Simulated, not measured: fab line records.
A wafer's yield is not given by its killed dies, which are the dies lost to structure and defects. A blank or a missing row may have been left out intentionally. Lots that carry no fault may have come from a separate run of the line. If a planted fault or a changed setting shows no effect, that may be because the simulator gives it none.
fab line records / flow gf180mcu
[record] lots = 15 wafers = 45 last_day = 34
route steps=602 shown STI@18 VT_IMPLANT@133 V1@358
lots with no fault: from the same line, run without faults
start_h: hours from the record's first day to the start of the lot's first wafer shown / wait_h: hours since the lot's step before / " the same as in the row above / L1.1+2: several wafers, shown together as one row / - either no value or no given start / * or withheld: withheld / < > ~ a bound
route shown NAME@n: a module of which the file shows steps, and the number in the route of the first / usual: mean/standard deviation taken from wafers without a fault / same: alike in all rows / chamber/n: place in a boat / sites: the reading at each site / _std_site: standard deviation of those values / _edge_site: the outer-site mean with the inner-site mean subtracted / radius_mm: how far each site lies from the wafer's centre / mask NAME#n: copy n / behind: the tool/chamber that last shaped the wafer / hold: what put the lot on hold/how long, in hours/how the hold closed / device: whichever transistor did not switch (one of n, p or np) / end of line: at the end of the route, the tests of the same wafers / where a step has no rows: the recipe by itself / killed: dies lost to structure and defects at the first sort, not the wafer's yield / map: a wafer's dies, x killed, . not, _ none there
set.NAME: the run value of the setting; set.NAME@STEP: its run value at that earlier step / model.NAME: the simulator's own value behind a step, which no gauge read
steps of the route over a sample of lots; a table a step, a row a wafer
services: the hour from which a tool's chamber was out of use, counted from the record's first day as start_h (under 0 if before that day), plus the number of hours and why
[[steps]]
[step GF_STI_WET_ETCH_17]
[recipe] chemistry = H3PO4 target_depth_nm = 45 temp_c = 160 target = Si3N4 time_s = 514
[usual] run_length_s = 540.0/2.6 temp_c = 160.03/0.17
lot.wafer=L957.2 tool=wet_bench-02 chamber=3 start_h=25.75 wait_h=0.0 run_length_s=540.3 temp_c=160.07
lot.wafer=L957.3 tool=wet_bench-02 chamber=3 start_h=25.75 wait_h=0.0 run_length_s=540.3 temp_c=160.24
lot.wafer=L957.5 tool=wet_bench-02 chamber=3 start_h=25.75 wait_h=0.0 run_length_s=540.3 temp_c=159.89
lot.wafer=L959.1 tool=wet_bench-03 chamber=1 start_h=37.52 wait_h=0.0 run_length_s=540.4 temp_c=159.88
lot.wafer=L959.3 tool=wet_bench-03 chamber=1 start_h=37.52 wait_h=0.0 run_length_s=540.4 temp_c=160.04
lot.wafer=L959.4 tool=wet_bench-03 chamber=1 start_h=37.52 wait_h=0.0 run_length_s=540.4 temp_c=160.04
lot.wafer=L961.3 tool=wet_bench-03 chamber=3 start_h=45.95 wait_h=0.0 run_length_s=537.8 temp_c=159.55
lot.wafer=L961.4 tool=wet_bench-03 chamber=3 start_h=45.95 wait_h=0.0 run_length_s=537.8 temp_c=159.69
lot.wafer=L961.5 tool=wet_bench-03 chamber=3 start_h=45.95 wait_h=0.0 run_length_s=537.8 temp_c=159.73
lot.wafer=L963.1 tool=wet_bench-02 chamber=3 start_h=56.60 wait_h=0.0 run_length_s=540.2 temp_c=159.82
lot.wafer=L963.3 tool=wet_bench-02 chamber=3 start_h=56.60 wait_h=0.0 run_length_s=540.2 temp_c=159.54
lot.wafer=L963.4 tool=wet_bench-02 chamber=3 start_h=56.60 wait_h=0.0 run_length_s=540.2 temp_c=159.83
lot.wafer=L964.2 tool=wet_bench-02 chamber=0 start_h=62.05 wait_h=0.0 run_length_s=537.7 temp_c=159.97
lot.wafer=L964.4 tool=wet_bench-02 chamber=0 start_h=62.05 wait_h=0.0 run_length_s=537.7 temp_c=160.03
lot.wafer=L964.5 tool=wet_bench-02 chamber=0 start_h=62.05 wait_h=0.0 run_length_s=537.7 temp_c=159.99
lot.wafer=L966.1 tool=wet_bench-04 chamber=2 start_h=71.43 wait_h=0.0 run_length_s=538.5 temp_c=160.09
lot.wafer=L966.3 tool=wet_bench-04 chamber=2 start_h=71.43 wait_h=0.0 run_length_s=538.5 temp_c=159.99
lot.wafer=L966.6 tool=wet_bench-04 chamber=2 start_h=71.43 wait_h=0.0 run_length_s=538.5 temp_c=160.15
lot.wafer=L967.2 tool=wet_bench-02 chamber=3 start_h=77.75 wait_h=0.0 run_length_s=539.6 temp_c=159.81
lot.wafer=L967.5 tool=wet_bench-02 chamber=3 start_h=77.75 wait_h=0.0 run_length_s=539.6 temp_c=159.91
lot.wafer=L967.6 tool=wet_bench-02 chamber=3 start_h=77.75 wait_h=0.0 run_length_s=539.6 temp_c=159.74
lot.wafer=L968.1 tool=wet_bench-04 chamber=0 start_h=81.85 wait_h=0.0 run_length_s=548.6 temp_c=160.13
lot.wafer=L968.3 tool=wet_bench-04 chamber=0 start_h=81.85 wait_h=0.0 run_length_s=548.6 temp_c=159.99
lot.wafer=L968.6 tool=wet_bench-04 chamber=0 start_h=81.85 wait_h=0.0 run_length_s=548.6 temp_c=160.29
lot.wafer=L969.1 tool=wet_bench-03 chamber=2 start_h=87.85 wait_h=0.0 run_length_s=538.6 temp_c=159.92
lot.wafer=L969.2 tool=wet_bench-03 chamber=2 start_h=87.85 wait_h=0.0 run_length_s=538.6 temp_c=160.11
lot.wafer=L969.3 tool=wet_bench-03 chamber=2 start_h=87.85 wait_h=0.0 run_length_s=538.6 temp_c=159.82
lot.wafer=L972.1 tool=wet_bench-02 chamber=3 start_h=103.45 wait_h=0.0 run_length_s=827.5 temp_c=159.96
lot.wafer=L972.5 tool=wet_bench-02 chamber=3 start_h=103.45 wait_h=0.0 run_length_s=827.5 temp_c=159.93
lot.wafer=L972.6 tool=wet_bench-02 chamber=3 start_h=103.45 wait_h=0.0 run_length_s=827.5 temp_c=159.89
lot.wafer=L973.3 tool=wet_bench-02 chamber=3 start_h=108.55 wait_h=0.0 run_length_s=829.0 temp_c=160.01
lot.wafer=L973.5 tool=wet_bench-02 chamber=3 start_h=108.55 wait_h=0.0 run_length_s=829.0 temp_c=160.12
lot.wafer=L973.6 tool=wet_bench-02 chamber=3 start_h=108.55 wait_h=0.0 run_length_s=829.0 temp_c=159.94
lot.wafer=L977.1 tool=wet_bench-02 chamber=3 start_h=128.85 wait_h=0.0 run_length_s=827.7 temp_c=160.13
lot.wafer=L977.2 tool=wet_bench-02 chamber=3 start_h=128.85 wait_h=0.0 run_length_s=827.7 temp_c=160.22
lot.wafer=L977.4 tool=wet_bench-02 chamber=3 start_h=128.85 wait_h=0.0 run_length_s=827.7 temp_c=160.25
lot.wafer=L978.1 tool=wet_bench-03 chamber=0 start_h=134.00 wait_h=0.0 run_length_s=538.8 temp_c=160.13
lot.wafer=L978.3 tool=wet_bench-03 chamber=0 start_h=134.00 wait_h=0.0 run_length_s=538.8 temp_c=160.25
lot.wafer=L978.6 tool=wet_bench-03 chamber=0 start_h=134.00 wait_h=0.0 run_length_s=538.8 temp_c=160.18
lot.wafer=L979.1 tool=wet_bench-04 chamber=3 start_h=138.70 wait_h=0.0 run_length_s=539.9 temp_c=160.21
lot.wafer=L979.2 tool=wet_bench-04 chamber=3 start_h=138.70 wait_h=0.0 run_length_s=539.9 temp_c=160.17
lot.wafer=L979.3 tool=wet_bench-04 chamber=3 start_h=138.70 wait_h=0.0 run_length_s=539.9 temp_c=160.14
lot.wafer=L980.4 tool=wet_bench-03 chamber=2 start_h=144.97 wait_h=0.0 run_length_s=538.5 temp_c=160.02
lot.wafer=L980.5 tool=wet_bench-03 chamber=2 start_h=144.97 wait_h=0.0 run_length_s=538.5 temp_c=159.89
lot.wafer=L980.6 tool=wet_bench-03 chamber=2 start_h=144.97 wait_h=0.0 run_length_s=538.5 temp_c=160.18
[step GF_VT_IMPLANT_TW_MEAS_43]
[usual] VT_IMPLANT_4_TW = 695/5.9
lot.wafer=L957.2 tool=film_metro-02 chamber=- start_h=156.80 wait_h=0.1 VT_IMPLANT_4_TW=694
lot.wafer=L957.3 tool=film_metro-02 chamber=- start_h=156.80 wait_h=0.1 VT_IMPLANT_4_TW=692
lot.wafer=L957.5 tool=film_metro-02 chamber=- start_h=156.80 wait_h=0.1 VT_IMPLANT_4_TW=695
lot.wafer=L959.1 tool=film_metro-04 chamber=- start_h=171.69 wait_h=0.1 VT_IMPLANT_4_TW=697
lot.wafer=L959.3 tool=film_metro-04 chamber=- start_h=171.69 wait_h=0.1 VT_IMPLANT_4_TW=699
lot.wafer=L959.4 tool=film_metro-04 chamber=- start_h=171.69 wait_h=0.1 VT_IMPLANT_4_TW=701
lot.wafer=L961.3 tool=film_metro-04 chamber=- start_h=184.91 wait_h=0.1 VT_IMPLANT_4_TW=705
lot.wafer=L961.4 tool=film_metro-04 chamber=- start_h=184.91 wait_h=0.1 VT_IMPLANT_4_TW=699
lot.wafer=L961.5 tool=film_metro-04 chamber=- start_h=184.91 wait_h=0.1 VT_IMPLANT_4_TW=704
lot.wafer=L963.1 tool=film_metro-02 chamber=- start_h=197.49 wait_h=0.1 VT_IMPLANT_4_TW=691
lot.wafer=L963.3 tool=film_metro-02 chamber=- start_h=197.49 wait_h=0.1 VT_IMPLANT_4_TW=689
lot.wafer=L963.4 tool=film_metro-02 chamber=- start_h=197.49 wait_h=0.1 VT_IMPLANT_4_TW=687
lot.wafer=L964.2 tool=film_metro-01 chamber=- start_h=203.55 wait_h=0.1 VT_IMPLANT_4_TW=687
lot.wafer=L964.4 tool=film_metro-01 chamber=- start_h=203.55 wait_h=0.1 VT_IMPLANT_4_TW=684
lot.wafer=L964.5 tool=film_metro-01 chamber=- start_h=203.55 wait_h=0.1 VT_IMPLANT_4_TW=686
lot.wafer=L966.1 tool=film_metro-04 chamber=- start_h=216.10 wait_h=0.1 VT_IMPLANT_4_TW=698
lot.wafer=L966.3 tool=film_metro-04 chamber=- start_h=216.10 wait_h=0.1 VT_IMPLANT_4_TW=699
lot.wafer=L966.6 tool=film_metro-04 chamber=- start_h=216.10 wait_h=0.1 VT_IMPLANT_4_TW=702
lot.wafer=L967.2 tool=film_metro-04 chamber=- start_h=227.75 wait_h=0.1 VT_IMPLANT_4_TW=703
lot.wafer=L967.5 tool=film_metro-04 chamber=- start_h=227.75 wait_h=0.1 VT_IMPLANT_4_TW=698
lot.wafer=L967.6 tool=film_metro-04 chamber=- start_h=227.75 wait_h=0.1 VT_IMPLANT_4_TW=703
lot.wafer=L968.1 tool=film_metro-04 chamber=- start_h=230.50 wait_h=0.1 VT_IMPLANT_4_TW=700
lot.wafer=L968.3 tool=film_metro-04 chamber=- start_h=230.50 wait_h=0.1 VT_IMPLANT_4_TW=701
lot.wafer=L968.6 tool=film_metro-04 chamber=- start_h=230.50 wait_h=0.1 VT_IMPLANT_4_TW=697
lot.wafer=L969.1 tool=film_metro-04 chamber=- start_h=241.49 wait_h=0.1 VT_IMPLANT_4_TW=700
lot.wafer=L969.2 tool=film_metro-04 chamber=- start_h=241.49 wait_h=0.1 VT_IMPLANT_4_TW=702
lot.wafer=L969.3 tool=film_metro-04 chamber=- start_h=241.49 wait_h=0.1 VT_IMPLANT_4_TW=700
lot.wafer=L972.1 tool=film_metro-01 chamber=- start_h=260.24 wait_h=0.1 VT_IMPLANT_4_TW=693
lot.wafer=L972.5 tool=film_metro-01 chamber=- start_h=260.24 wait_h=0.1 VT_IMPLANT_4_TW=691
lot.wafer=L972.6 tool=film_metro-01 chamber=- start_h=260.24 wait_h=0.1 VT_IMPLANT_4_TW=692
lot.wafer=L973.3 tool=film_metro-04 chamber=- start_h=268.17 wait_h=0.1 VT_IMPLANT_4_TW=702
lot.wafer=L973.5 tool=film_metro-04 chamber=- start_h=268.17 wait_h=0.1 VT_IMPLANT_4_TW=702
lot.wafer=L973.6 tool=film_metro-04 chamber=- start_h=268.17 wait_h=0.1 VT_IMPLANT_4_TW=704
lot.wafer=L977.1 tool=film_metro-04 chamber=- start_h=292.29 wait_h=0.1 VT_IMPLANT_4_TW=699
lot.wafer=L977.2 tool=film_metro-04 chamber=- start_h=292.29 wait_h=0.1 VT_IMPLANT_4_TW=698
lot.wafer=L977.4 tool=film_metro-04 chamber=- start_h=292.29 wait_h=0.1 VT_IMPLANT_4_TW=699
lot.wafer=L978.1 tool=film_metro-01 chamber=- start_h=298.04 wait_h=0.1 VT_IMPLANT_4_TW=684
lot.wafer=L978.3 tool=film_metro-01 chamber=- start_h=298.04 wait_h=0.1 VT_IMPLANT_4_TW=682
lot.wafer=L978.6 tool=film_metro-01 chamber=- start_h=298.04 wait_h=0.1 VT_IMPLANT_4_TW=683
lot.wafer=L979.1 tool=film_metro-02 chamber=- start_h=308.04 wait_h=0.1 VT_IMPLANT_4_TW=689
lot.wafer=L979.2 tool=film_metro-02 chamber=- start_h=308.04 wait_h=0.1 VT_IMPLANT_4_TW=684
lot.wafer=L979.3 tool=film_metro-02 chamber=- start_h=308.04 wait_h=0.1 VT_IMPLANT_4_TW=686
lot.wafer=L980.4 tool=film_metro-01 chamber=- start_h=313.12 wait_h=0.1 VT_IMPLANT_4_TW=693
lot.wafer=L980.5 tool=film_metro-01 chamber=- start_h=313.12 wait_h=0.1 VT_IMPLANT_4_TW=690
lot.wafer=L980.6 tool=film_metro-01 chamber=- start_h=313.12 wait_h=0.1 VT_IMPLANT_4_TW=693
[step GF_V1_CVD_23]
[recipe] material = W target_thk_nm = 350 time_s = 105.05 temp_c = 400 pressure_torr = 40
[usual] chamber_pressure_Torr = 40.00/0.089 heater_power_w = 899/72
lot.wafer=L957.2 tool=cvd_w-02 chamber=1 start_h=411.20 wait_h=0.0 chamber_pressure_Torr=39.92 heater_power_w=866
lot.wafer=L957.3 tool=cvd_w-02 chamber=0 start_h=411.20 wait_h=0.0 chamber_pressure_Torr=40.09 heater_power_w=957
lot.wafer=L957.5 tool=cvd_w-02 chamber=1 start_h=411.20 wait_h=0.0 chamber_pressure_Torr=40.03 heater_power_w=881
lot.wafer=L959.1 tool=cvd_w-01 chamber=1 start_h=433.90 wait_h=0.0 chamber_pressure_Torr=39.92 heater_power_w=776
lot.wafer=L959.3 tool=cvd_w-01 chamber=0 start_h=433.90 wait_h=0.0 chamber_pressure_Torr=40.05 heater_power_w=928
lot.wafer=L959.4 tool=cvd_w-01 chamber=1 start_h=433.90 wait_h=0.0 chamber_pressure_Torr=39.95 heater_power_w=794
lot.wafer=L961.3 tool=cvd_w-01 chamber=0 start_h=448.07 wait_h=0.1 chamber_pressure_Torr=40.07 heater_power_w=948
lot.wafer=L961.4 tool=cvd_w-01 chamber=1 start_h=448.07 wait_h=0.1 chamber_pressure_Torr=39.94 heater_power_w=808
lot.wafer=L961.5 tool=cvd_w-01 chamber=0 start_h=448.07 wait_h=0.1 chamber_pressure_Torr=40.08 heater_power_w=944
lot.wafer=L963.1 tool=cvd_w-01 chamber=1 start_h=468.73 wait_h=0.0 chamber_pressure_Torr=39.93 heater_power_w=789
lot.wafer=L963.3 tool=cvd_w-01 chamber=0 start_h=468.73 wait_h=0.0 chamber_pressure_Torr=39.88 heater_power_w=929
lot.wafer=L963.4 tool=cvd_w-01 chamber=1 start_h=468.73 wait_h=0.0 chamber_pressure_Torr=39.90 heater_power_w=786
lot.wafer=L964.2 tool=cvd_w-02 chamber=1 start_h=480.27 wait_h=0.0 chamber_pressure_Torr=40.23 heater_power_w=909
lot.wafer=L964.4 tool=cvd_w-02 chamber=1 start_h=480.27 wait_h=0.0 chamber_pressure_Torr=40.08 heater_power_w=864
lot.wafer=L964.5 tool=cvd_w-02 chamber=0 start_h=480.27 wait_h=0.0 chamber_pressure_Torr=39.98 heater_power_w=967
lot.wafer=L966.1 tool=cvd_w-02 chamber=1 start_h=489.62 wait_h=0.0 chamber_pressure_Torr=40.07 heater_power_w=866
lot.wafer=L966.3 tool=cvd_w-02 chamber=0 start_h=489.62 wait_h=0.0 chamber_pressure_Torr=39.96 heater_power_w=979
lot.wafer=L966.6 tool=cvd_w-02 chamber=1 start_h=489.62 wait_h=0.0 chamber_pressure_Torr=39.89 heater_power_w=880
lot.wafer=L967.2 tool=cvd_w-02 chamber=1 start_h=506.58 wait_h=0.0 chamber_pressure_Torr=39.92 heater_power_w=893
lot.wafer=L967.5 tool=cvd_w-02 chamber=0 start_h=506.58 wait_h=0.0 chamber_pressure_Torr=40.12 heater_power_w=972
lot.wafer=L967.6 tool=cvd_w-02 chamber=1 start_h=506.58 wait_h=0.0 chamber_pressure_Torr=39.95 heater_power_w=885
lot.wafer=L968.1 tool=cvd_w-02 chamber=1 start_h=511.94 wait_h=0.0 chamber_pressure_Torr=40.07 heater_power_w=883
lot.wafer=L968.3 tool=cvd_w-02 chamber=1 start_h=511.94 wait_h=0.0 chamber_pressure_Torr=40.05 heater_power_w=885
lot.wafer=L968.6 tool=cvd_w-02 chamber=0 start_h=511.94 wait_h=0.0 chamber_pressure_Torr=39.97 heater_power_w=959
lot.wafer=L969.1 tool=cvd_w-02 chamber=0 start_h=528.05 wait_h=0.0 chamber_pressure_Torr=40.03 heater_power_w=992
lot.wafer=L969.2 tool=cvd_w-02 chamber=1 start_h=528.05 wait_h=0.0 chamber_pressure_Torr=39.92 heater_power_w=892
lot.wafer=L969.3 tool=cvd_w-02 chamber=0 start_h=528.05 wait_h=0.0 chamber_pressure_Torr=40.10 heater_power_w=973
lot.wafer=L972.1 tool=cvd_w-01 chamber=1 start_h=553.88 wait_h=0.0 chamber_pressure_Torr=39.87 heater_power_w=796
lot.wafer=L972.5 tool=cvd_w-01 chamber=0 start_h=553.88 wait_h=0.0 chamber_pressure_Torr=39.89 heater_power_w=965
lot.wafer=L972.6 tool=cvd_w-01 chamber=1 start_h=553.88 wait_h=0.0 chamber_pressure_Torr=39.92 heater_power_w=808
lot.wafer=L973.3 tool=cvd_w-02 chamber=0 start_h=560.06 wait_h=0.1 chamber_pressure_Torr=40.12 heater_power_w=975
lot.wafer=L973.5 tool=cvd_w-02 chamber=0 start_h=560.06 wait_h=0.1 chamber_pressure_Torr=40.01 heater_power_w=972
lot.wafer=L973.6 tool=cvd_w-02 chamber=1 start_h=560.06 wait_h=0.1 chamber_pressure_Torr=40.02 heater_power_w=895
lot.wafer=L977.1 tool=cvd_w-01 chamber=0 start_h=584.42 wait_h=0.0 chamber_pressure_Torr=39.80 heater_power_w=951
lot.wafer=L977.2 tool=cvd_w-01 chamber=1 start_h=584.42 wait_h=0.0 chamber_pressure_Torr=39.96 heater_power_w=792
lot.wafer=L977.4 tool=cvd_w-01 chamber=1 start_h=584.42 wait_h=0.0 chamber_pressure_Torr=39.92 heater_power_w=820
lot.wafer=L978.1 tool=cvd_w-01 chamber=1 start_h=588.32 wait_h=0.0 chamber_pressure_Torr=39.85 heater_power_w=791
lot.wafer=L978.3 tool=cvd_w-01 chamber=1 start_h=588.32 wait_h=0.0 chamber_pressure_Torr=39.97 heater_power_w=770
lot.wafer=L978.6 tool=cvd_w-01 chamber=1 start_h=588.32 wait_h=0.0 chamber_pressure_Torr=40.15 heater_power_w=810
lot.wafer=L979.1 tool=cvd_w-01 chamber=1 start_h=600.05 wait_h=0.0 chamber_pressure_Torr=40.04 heater_power_w=791
lot.wafer=L979.2 tool=cvd_w-01 chamber=0 start_h=600.05 wait_h=0.0 chamber_pressure_Torr=40.14 heater_power_w=944
lot.wafer=L979.3 tool=cvd_w-01 chamber=0 start_h=600.05 wait_h=0.0 chamber_pressure_Torr=40.16 heater_power_w=979
lot.wafer=L980.4 tool=cvd_w-01 chamber=1 start_h=606.41 wait_h=0.1 chamber_pressure_Torr=40.03 heater_power_w=776
lot.wafer=L980.5 tool=cvd_w-01 chamber=0 start_h=606.41 wait_h=0.1 chamber_pressure_Torr=40.05 heater_power_w=939
lot.wafer=L980.6 tool=cvd_w-01 chamber=1 start_h=606.41 wait_h=0.1 chamber_pressure_Torr=40.21 heater_power_w=770
[step GF_V1_THK_MEAS_25]
[recipe] thk_meas_gauge = xrf reads = W_of_V1_CVD_23
[usual] V1_W_THK = 351/4.8
lot.wafer=L957.2 tool=film_metro-04 chamber=- start_h=411.44 wait_h=0.1 V1_W_THK[nm]=357
lot.wafer=L957.3 tool=film_metro-04 chamber=- start_h=411.44 wait_h=0.1 V1_W_THK[nm]=354
lot.wafer=L957.5 tool=film_metro-04 chamber=- start_h=411.44 wait_h=0.1 V1_W_THK[nm]=359
lot.wafer=L959.1 tool=film_metro-02 chamber=- start_h=434.13 wait_h=0.1 V1_W_THK[nm]=346
lot.wafer=L959.3 tool=film_metro-02 chamber=- start_h=434.13 wait_h=0.1 V1_W_THK[nm]=346
lot.wafer=L959.4 tool=film_metro-02 chamber=- start_h=434.13 wait_h=0.1 V1_W_THK[nm]=347
lot.wafer=L961.3 tool=film_metro-04 chamber=- start_h=448.28 wait_h=0.1 V1_W_THK[nm]=351
lot.wafer=L961.4 tool=film_metro-04 chamber=- start_h=448.28 wait_h=0.1 V1_W_THK[nm]=349
lot.wafer=L961.5 tool=film_metro-04 chamber=- start_h=448.28 wait_h=0.1 V1_W_THK[nm]=348
lot.wafer=L963.1 tool=film_metro-02 chamber=- start_h=468.96 wait_h=0.1 V1_W_THK[nm]=350
lot.wafer=L963.3 tool=film_metro-02 chamber=- start_h=468.96 wait_h=0.1 V1_W_THK[nm]=353
lot.wafer=L963.4 tool=film_metro-02 chamber=- start_h=468.96 wait_h=0.1 V1_W_THK[nm]=353
lot.wafer=L964.2 tool=film_metro-04 chamber=- start_h=480.51 wait_h=0.1 V1_W_THK[nm]=358
lot.wafer=L964.4 tool=film_metro-04 chamber=- start_h=480.51 wait_h=0.1 V1_W_THK[nm]=356
lot.wafer=L964.5 tool=film_metro-04 chamber=- start_h=480.51 wait_h=0.1 V1_W_THK[nm]=360
lot.wafer=L966.1 tool=film_metro-03 chamber=- start_h=489.85 wait_h=0.1 V1_W_THK[nm]=349
lot.wafer=L966.3 tool=film_metro-03 chamber=- start_h=489.85 wait_h=0.1 V1_W_THK[nm]=344
lot.wafer=L966.6 tool=film_metro-03 chamber=- start_h=489.85 wait_h=0.1 V1_W_THK[nm]=350
lot.wafer=L967.2 tool=film_metro-04 chamber=- start_h=506.82 wait_h=0.1 V1_W_THK[nm]=352
lot.wafer=L967.5 tool=film_metro-04 chamber=- start_h=506.82 wait_h=0.1 V1_W_THK[nm]=353
lot.wafer=L967.6 tool=film_metro-04 chamber=- start_h=506.82 wait_h=0.1 V1_W_THK[nm]=352
lot.wafer=L968.1 tool=film_metro-04 chamber=- start_h=512.22 wait_h=0.1 V1_W_THK[nm]=358
lot.wafer=L968.3 tool=film_metro-04 chamber=- start_h=512.22 wait_h=0.1 V1_W_THK[nm]=360
lot.wafer=L968.6 tool=film_metro-04 chamber=- start_h=512.22 wait_h=0.1 V1_W_THK[nm]=362
lot.wafer=L969.1 tool=film_metro-04 chamber=- start_h=528.28 wait_h=0.1 V1_W_THK[nm]=359
lot.wafer=L969.2 tool=film_metro-04 chamber=- start_h=528.28 wait_h=0.1 V1_W_THK[nm]=362
lot.wafer=L969.3 tool=film_metro-04 chamber=- start_h=528.28 wait_h=0.1 V1_W_THK[nm]=361
lot.wafer=L972.1 tool=film_metro-02 chamber=- start_h=554.11 wait_h=0.1 V1_W_THK[nm]=351
lot.wafer=L972.5 tool=film_metro-02 chamber=- start_h=554.11 wait_h=0.1 V1_W_THK[nm]=351
lot.wafer=L972.6 tool=film_metro-02 chamber=- start_h=554.11 wait_h=0.1 V1_W_THK[nm]=352
lot.wafer=L973.3 tool=film_metro-03 chamber=- start_h=560.28 wait_h=0.1 V1_W_THK[nm]=346
lot.wafer=L973.5 tool=film_metro-03 chamber=- start_h=560.28 wait_h=0.1 V1_W_THK[nm]=342
lot.wafer=L973.6 tool=film_metro-03 chamber=- start_h=560.28 wait_h=0.1 V1_W_THK[nm]=346
lot.wafer=L977.1 tool=film_metro-04 chamber=- start_h=584.66 wait_h=0.1 V1_W_THK[nm]=350
lot.wafer=L977.2 tool=film_metro-04 chamber=- start_h=584.66 wait_h=0.1 V1_W_THK[nm]=352
lot.wafer=L977.4 tool=film_metro-04 chamber=- start_h=584.66 wait_h=0.1 V1_W_THK[nm]=352
lot.wafer=L978.1 tool=film_metro-03 chamber=- start_h=588.56 wait_h=0.1 V1_W_THK[nm]=347
lot.wafer=L978.3 tool=film_metro-03 chamber=- start_h=588.56 wait_h=0.1 V1_W_THK[nm]=348
lot.wafer=L978.6 tool=film_metro-03 chamber=- start_h=588.56 wait_h=0.1 V1_W_THK[nm]=349
lot.wafer=L979.1 tool=film_metro-04 chamber=- start_h=600.28 wait_h=0.1 V1_W_THK[nm]=355
lot.wafer=L979.2 tool=film_metro-04 chamber=- start_h=600.28 wait_h=0.1 V1_W_THK[nm]=360
lot.wafer=L979.3 tool=film_metro-04 chamber=- start_h=600.28 wait_h=0.1 V1_W_THK[nm]=359
lot.wafer=L980.4 tool=film_metro-04 chamber=- start_h=606.64 wait_h=0.1 V1_W_THK[nm]=354
lot.wafer=L980.5 tool=film_metro-04 chamber=- start_h=606.64 wait_h=0.1 V1_W_THK[nm]=353
lot.wafer=L980.6 tool=film_metro-04 chamber=- start_h=606.64 wait_h=0.1 V1_W_THK[nm]=348
[[services]]
tool=cvd_w-02 chamber=- start_h=16.73 hours=6.0 kind=pm
tool=cvd_w-01 chamber=1 start_h=97.38 hours=9.3 kind=repair
tool=wet_bench-04 chamber=- start_h=104.68 hours=18.3 kind=repair
tool=cvd_w-02 chamber=- start_h=153.13 hours=0.5 kind=repair
tool=cvd_w-02 chamber=- start_h=166.90 hours=0.8 kind=repair
tool=wet_bench-03 chamber=- start_h=212.87 hours=1.5 kind=repair
tool=cvd_w-02 chamber=0 start_h=221.08 hours=3.1 kind=repair
tool=wet_bench-03 chamber=- start_h=242.69 hours=1.0 kind=repair
tool=cvd_w-02 chamber=1 start_h=251.50 hours=6.6 kind=repair
tool=cvd_w-01 chamber=0 start_h=266.83 hours=3.6 kind=repair
tool=wet_bench-04 chamber=- start_h=280.40 hours=0.7 kind=repair
tool=cvd_w-02 chamber=1 start_h=337.22 hours=20.1 kind=repair
tool=wet_bench-03 chamber=- start_h=369.91 hours=4.2 kind=repair
tool=cvd_w-01 chamber=- start_h=390.00 hours=14.0 kind=pm
tool=cvd_w-01 chamber=0 start_h=390.00 hours=14.0 kind=vent_cycle
tool=cvd_w-01 chamber=1 start_h=390.00 hours=14.0 kind=vent_cycle
tool=cvd_w-01 chamber=0 start_h=404.00 hours=- kind=clean
tool=wet_bench-04 chamber=- start_h=415.06 hours=2.6 kind=repair
tool=wet_bench-03 chamber=- start_h=471.58 hours=4.1 kind=repair
tool=wet_bench-04 chamber=- start_h=473.41 hours=10.7 kind=repair
tool=cvd_w-02 chamber=- start_h=517.08 hours=6.9 kind=pm
tool=cvd_w-02 chamber=0 start_h=534.36 hours=7.3 kind=repair
tool=cvd_w-01 chamber=- start_h=543.56 hours=6.9 kind=pm
tool=cvd_w-02 chamber=- start_h=578.01 hours=65.6 kind=repair
[[key]]
[first_sign] step = GF_STI_WET_ETCH_17 reading = run_length_s direction = up sigmas = 99+ usual = * struck = *
effect none on later readings
met_at GF_STI_WET_ETCH_17
struck_lots L972,L973,L977
tester_left_out L972,L973,L977
not_acting_at GF_VT_IMPLANT_TW_MEAS_43,GF_V1_CVD_23,GF_V1_THK_MEAS_25
onset_between 77.75 103.45
[fault] kind = process_parameter_drift tool = wet_bench-02 chamber = - onset_h = 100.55 steps = GF_STI_WET_ETCH_17 channel = time_s offset = * shape = step end_h = 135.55 acts_in = * stated = *
// tester_left_out: of these lots the tester's yield and bins aren't shown, on N5 and GAA mostly nor the transistor test; their killed dies are dies lost to structure and defects alone, not to doping, threshold or leakage, so they don't give the yield
